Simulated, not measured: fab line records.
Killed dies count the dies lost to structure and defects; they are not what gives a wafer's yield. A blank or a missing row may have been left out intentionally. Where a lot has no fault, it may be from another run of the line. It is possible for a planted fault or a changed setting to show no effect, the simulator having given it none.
Which tool did it? ; flow gf180mcu ; 72 wafers from 24 lots sampled at 5 of the route's 602 steps

== WHAT THE GAUGES READ, wafer by wafer ==
GF_M4_OVL_MEAS_15.
lot;measured;on;M4_OVL (nm)
L074;day 23 15:08;overlay-01;-5 0 -5
L075;day 24 00:47;overlay-01;-3 -1 1
L076;day 24 05:11;overlay-01;-4 -5 -6
L077;day 24 18:50;overlay-02;-3 -1 3
L078;day 25 02:24;overlay-02;0 -9 -6
L079;day 25 02:44;overlay-01;6 3 5
L080;day 25 13:34;overlay-02;1 2 -2
L081;day 25 18:07;overlay-01;-9 -1 -7
L082;day 26 07:17;overlay-01;-3 -1 -5
L083;day 26 11:08;overlay-02;-7 -5 -3
L084;day 26 17:31;overlay-02;-2 -3 2
L085;day 27 03:14;overlay-01;0 -1 2
L086;day 27 12:59;overlay-02;-2 -5 4
L087;day 27 18:19;overlay-01;-9 0 -1
L088;day 27 23:49;overlay-02;10 8 6
L089;day 28 04:01;overlay-02;-5 -6 -6
L090;day 28 15:19;overlay-01;1 -1 -4
L091;day 28 20:02;overlay-02;-3 2 0
L092;day 29 06:07;overlay-01;-6 2 1
L093;day 29 11:11;overlay-02;-6 4 -5
L094;day 29 17:26;overlay-02;2 1 6
L095;day 29 22:04;overlay-01;0 4 -1
L096;day 30 08:21;overlay-01;3 -3 -1
L097;day 30 16:31;overlay-01;2 0 -1

GF_V4_THK_MEAS_01.
lot;measured;on;V4_CVD_00_THK (nm)
L074;day 23 15:56;film-metro-03;602 603 602
L075;day 24 01:34;film-metro-01;597 588 599
L076;day 24 05:58;film-metro-03;598 586 605
L077;day 24 19:36;film-metro-01;605 595 598
L078;day 25 03:16;film-metro-01;596 600 606
L079;day 25 03:30;film-metro-04;601 603 595
L080;day 25 14:26;film-metro-04;594 600 597
L081;day 25 19:14;film-metro-04;596 601 581
L082;day 26 08:13;film-metro-03;594 586 596
L083;day 26 11:56;film-metro-04;593 594 607
L084;day 26 18:38;film-metro-04;596 590 603
L085;day 27 04:10;film-metro-04;605 599 601
L086;day 27 13:47;film-metro-03;586 589 588
L087;day 27 19:06;film-metro-03;612 609 605
L088;day 28 00:36;film-metro-01;606 609 605
L089;day 28 04:56;film-metro-04;596 599 597
L090;day 28 16:08;film-metro-01;587 592 596
L091;day 28 20:49;film-metro-01;611 602 600
L092;day 29 06:54;film-metro-04;609 601 609
L093;day 29 11:58;film-metro-04;598 584 586
L094;day 29 18:37;film-metro-04;601 588 596
L095;day 29 22:56;film-metro-03;597 604 602
L096;day 30 09:19;film-metro-03;606 600 596
L097;day 30 17:19;film-metro-03;590 602 595

GF_V4_BOW_MEAS_05.
lot;measured;on;V4_BOW (um)
L074;day 23 16:27;film-metro-04;130 146 131
L075;day 24 02:04;film-metro-03;144 150 147
L076;day 24 06:28;film-metro-01;134 138 137
L077;day 24 20:05;film-metro-03;129 125 135
L078;day 25 03:45;film-metro-04;138 136 130
L079;day 25 03:59;film-metro-04;122 138 139
L080;day 25 14:57;film-metro-04;138 141 139
L081;day 25 19:44;film-metro-04;129 151 140
L082;day 26 08:43;film-metro-03;128 134 132
L083;day 26 12:26;film-metro-01;146 150 141
L084;day 26 19:08;film-metro-03;128 134 133
L085;day 27 04:40;film-metro-03;118 113 116
L086;day 27 14:17;film-metro-04;136 139 141
L087;day 27 19:35;film-metro-04;133 130 142
L088;day 28 01:05;film-metro-03;135 149 149
L089;day 28 05:26;film-metro-04;127 133 133
L090;day 28 16:38;film-metro-03;137 130 139
L091;day 28 21:20;film-metro-04;122 137 122
L092;day 29 07:24;film-metro-04;138 147 140
L093;day 29 12:29;film-metro-04;145 130 147
L094;day 29 19:07;film-metro-01;131 143 133
L095;day 29 23:27;film-metro-03;133 140 145
L096;day 30 09:49;film-metro-04;150 143 139
L097;day 30 17:49;film-metro-04;152 147 146

== WHICH TOOL RAN EACH LOT (tool, then ch and the chambers of the sampled wafers, then the start) ==
lot;GF_V2_CMP_04;GF_V4_CVD_02
L074;cmp-02 ch 0,1,3, day 19 10:52;pecvd-04 ch 1,2, day 23 15:59
L075;cmp-01 ch 1,2, day 19 21:34;pecvd-04 ch 0,2, day 24 01:37
L076;cmp-02 ch 1,2, day 20 02:02;pecvd-04 ch 1,2, day 24 06:01
L077;cmp-01 ch 1,2,3, day 20 17:27;pecvd-02 ch 0,1,2, day 24 19:40
L078;cmp-01 ch 0,1,3, day 20 23:44;pecvd-03 ch 0,1,2, day 25 03:19
L079;cmp-01 ch 0,1,3, day 21 02:00;pecvd-04 ch 1,2, day 25 03:34
L080;cmp-02 ch 0,2, day 21 14:20;pecvd-02 ch 0,1,2, day 25 14:29
L081;cmp-02 ch 0,1,2, day 21 19:21;pecvd-04 ch 0,2, day 25 19:17
L082;cmp-01 ch 0,2, day 22 10:15;pecvd-02 ch 0,1,2, day 26 08:15
L083;cmp-01 ch 0,2,3, day 22 12:38;pecvd-03 ch 0,1,2, day 26 11:59
L084;cmp-01 ch 2,3, day 22 21:16;pecvd-04 ch 1,2, day 26 18:41
L085;cmp-01 ch 1,2, day 23 07:22;pecvd-04 ch 1,2, day 27 04:13
L086;cmp-01 ch 1,2,3, day 23 18:35;pecvd-04 ch 0,1,2, day 27 13:50
L087;cmp-02 ch 1,2,3, day 24 01:13;pecvd-03 ch 0,2, day 27 19:10
L088;cmp-02 ch 0,1,2, day 24 07:16;pecvd-02 ch 1,2, day 28 00:40
L089;cmp-02 ch 0,2,3, day 24 12:14;pecvd-02 ch 0,1,2, day 28 05:00
L090;cmp-02 ch 1,2,3, day 25 00:11;pecvd-02 ch 0,2, day 28 16:11
L091;cmp-01 ch 0,2,3, day 25 05:13;pecvd-02 ch 0,1, day 28 20:51
L092;cmp-02 ch 0,1,2, day 25 16:39;pecvd-03 ch 0,2, day 29 06:57
L093;cmp-02 ch 0,1,3, day 25 22:13;pecvd-04 ch 0,1,2, day 29 12:02
L094;cmp-01 ch 1,2,3, day 26 04:20;pecvd-03 ch 0,1,2, day 29 18:41
L095;cmp-02 ch 1,2, day 26 10:59;pecvd-03 ch 0,2, day 29 22:59
L096;cmp-02 ch 1,2,3, day 26 19:40;pecvd-03 ch 0,1,2, day 30 09:22
L097;cmp-01 ch 0,2,3, day 27 07:28;pecvd-03 ch 1,2, day 30 17:23
- GF_V2_CMP_04: polishes SiO2.
- GF_V4_CVD_02: deposits SiO2 from TEOS, target thk 850 nm, time 94.851 s.

== WHAT THE TOOLS THEMSELVES READ (means of the sampled wafers that have a number; where no wafer has one, the mark that the record gives instead) ==
GF_V2_CMP_04.
lot;tool;motor-current-A (A);time-to-endpoint-s (s)
L074;cmp-02;13.4;82
L075;cmp-01;9.9;83
L076;cmp-02;12.5;79
L077;cmp-01;10.9;78
L078;cmp-01;11.3;84
L079;cmp-01;11.5;79
L080;cmp-02;13.1;83
L081;cmp-02;12.7;88
L082;cmp-01;11.6;71
L083;cmp-01;11.7;78
L084;cmp-01;11.1;74
L085;cmp-01;10.6;76
L086;cmp-01;11.1;77
L087;cmp-02;12.4;79
L088;cmp-02;12.5;78
L089;cmp-02;12.4;84
L090;cmp-02;12.2;84
L091;cmp-01;12.0;76
L092;cmp-02;12.9;83
L093;cmp-02;12.8;88
L094;cmp-01;10.9;73
L095;cmp-02;12.1;85
L096;cmp-02;12.5;85
L097;cmp-01;11.6;79

GF_V4_CVD_02.
lot;tool;heater-power-w (W)
L074;pecvd-04;665
L075;pecvd-04;703
L076;pecvd-04;667
L077;pecvd-02;660
L078;pecvd-03;663
L079;pecvd-04;605
L080;pecvd-02;636
L081;pecvd-04;688
L082;pecvd-02;632
L083;pecvd-03;701
L084;pecvd-04;663
L085;pecvd-04;677
L086;pecvd-04;690
L087;pecvd-03;649
L088;pecvd-02;660
L089;pecvd-02;642
L090;pecvd-02;657
L091;pecvd-02;625
L092;pecvd-03;581
L093;pecvd-04;663
L094;pecvd-03;685
L095;pecvd-03;653
L096;pecvd-03;676
L097;pecvd-03;760

== THE ANSWER, worked out from the rows above alone ==
Rule: what is usual is taken from the lots themselves. The widest of any qualifying gaps counts: lots, ordered by their means at a reading, are off when they make up no more than a third of the lots, leave a main group of 4 or more, and stand apart from it by 3 or more times the standard deviation of that group's means. A main group whose means are all the same, to the digits that the tables above print for the reading, isn't used. A lot without any number at a reading at which 4 lots or more have one is off too. The other lots that the step has rows for count as sound. First the gauges in route order, then the tools' own readings, where a lot's mean is used as printed above. The first step at which some lot is off is used, and at that step the reading that is off furthest; a lot without a number counts as furthest.
Across all readings shown, no lot is off: no conclusion can be drawn from this.

== WHAT THE SIMULATOR HAD INSERTED ==
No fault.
